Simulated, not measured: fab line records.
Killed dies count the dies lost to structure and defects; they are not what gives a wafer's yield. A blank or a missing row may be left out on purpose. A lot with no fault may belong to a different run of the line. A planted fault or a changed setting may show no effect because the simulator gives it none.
Which tool was responsible?    flow sky130    36 wafers from 12 lots sampled at 3 of the route's 708 steps

== WHAT THE GAUGES SHOWED, per wafer ==
SKY_VT_ADJUST_LVTN_TW_MEAS_21. Usual: VT_ADJUST_LVTN_2_TW 187.7, standard deviation 2.3.
lot   measured      on            VT_ADJUST_LVTN_2_TW  flag
L399  day 8 14:42   filmMetro-01  186.1 185.5 186.2    
L400  day 8 15:39   filmMetro-04  188.3 188.5 187.2    
L402  day 8 21:54   filmMetro-04  189.1 188.3 189.0    
L404  day 9 16:23   filmMetro-01  185.3 184.1 184.7    
L405  day 9 17:04   filmMetro-02  189.4 190.8 189.9    
L407  day 10 04:46  filmMetro-01  184.9 186.1 185.5    
L410  day 11 01:05  filmMetro-01  184.5 185.2 185.0    
L412  day 11 15:53  filmMetro-04  231.4 230.4 231.8    OFF
L413  day 12 00:25  filmMetro-02  231.1 230.1 229.9    OFF
L418  day 13 11:31  filmMetro-04  191.1 190.2 189.9    
L419  day 13 15:20  filmMetro-02  188.8 189.5 189.1    
L422  day 14 21:39  filmMetro-04  189.7 189.8 190.9    

SKY_CONTACT_BOW_MEAS_05. Usual: CONTACT_BOW 84 um, standard deviation 7.2.
lot   measured      on            CONTACT_BOW (um)  flag
L399  day 31 13:13  filmMetro-02  91 90 105         
L400  day 31 16:47  filmMetro-01  96 86 88          
L402  day 32 05:46  filmMetro-01  107 86 78         
L404  day 33 03:25  filmMetro-01  92 80 82          
L405  day 33 05:28  filmMetro-01  98 94 92          
L407  day 33 18:19  filmMetro-03  85 78 78          
L410  day 34 10:28  filmMetro-01  93 97 85          
L412  day 35 18:08  filmMetro-02  82 84 84          
L413  day 35 21:04  filmMetro-01  80 80 91          
L418  day 38 01:35  filmMetro-01  90 83 72          
L419  day 38 00:39  filmMetro-02  84 81 86          
L422  day 38 13:33  filmMetro-03  93 90 76          

== WHAT TOOL EACH LOT RAN ON (gives the tool, then ch and the chambers of the sampled wafers, and finally the start) ==
lot   SKY_VT_ADJUST_LVTN_IMPLANT_19
L399  implanter-01 ch 0, day 8 14:27
L400  implanter-01 ch 0, day 8 15:24
L402  implanter-01 ch 0, day 8 21:39
L404  implanter-03 ch 0, day 9 16:08
L405  implanter-03 ch 0, day 9 16:50
L407  implanter-01 ch 0, day 10 04:31
L410  implanter-03 ch 0, day 11 00:50
L412  implanter-03 ch 0, day 11 14:21
L413  implanter-02 ch 0, day 11 23:36
L418  implanter-02 ch 0, day 13 11:16
L419  implanter-01 ch 0, day 13 15:07
L422  implanter-02 ch 0, day 14 21:24
- SKY_VT_ADJUST_LVTN_IMPLANT_19

== AS READ BY THE TOOLS THEMSELVES (means over the sampled wafers that have a number; for cases with no such wafer, the mark the record gives instead) ==
SKY_VT_ADJUST_LVTN_IMPLANT_19. Usual: beamOnS at 9.98 s, with a standard deviation of 0.21.
lot   tool          beamOnS (s)  flag
L399  implanter-01  9.75         
L400  implanter-01  10.01        
L402  implanter-01  10.16        
L404  implanter-03  10.10        
L405  implanter-03  9.69         
L407  implanter-01  10.09        
L410  implanter-03  10.02        
L412  implanter-03  9.94         
L413  implanter-02  9.99         
L418  implanter-02  9.97         
L419  implanter-01  10.01        
L422  implanter-02  9.83         

== THE ANSWER, worked out from the rows above alone ==
Rule: a lot counts as off when the mean over its wafers that have a number is more than 3 standard deviations away from the usual mean. A lot without any number at a reading at which 4 lots or more have one is off too. The other lots that the step has rows for count as sound. First the gauges in route order, then the tools' own readings, where a lot's mean is used as printed above. At the first step where some lot is off, the reading lying furthest off is the one used; lots without a number count as furthest.
Off: at SKY_VT_ADJUST_LVTN_TW_MEAS_21 (VT_ADJUST_LVTN_2_TW), L412, L413.
If a tool, at a process step before that reading, ran all the lots that are off and no sound lot after the first of them, it fits. The gauges at SKY_VT_ADJUST_LVTN_TW_MEAS_21 are tried like those tools. Of those tried, none fits.

== WHAT THE SIMULATOR HAD PUT IN ==
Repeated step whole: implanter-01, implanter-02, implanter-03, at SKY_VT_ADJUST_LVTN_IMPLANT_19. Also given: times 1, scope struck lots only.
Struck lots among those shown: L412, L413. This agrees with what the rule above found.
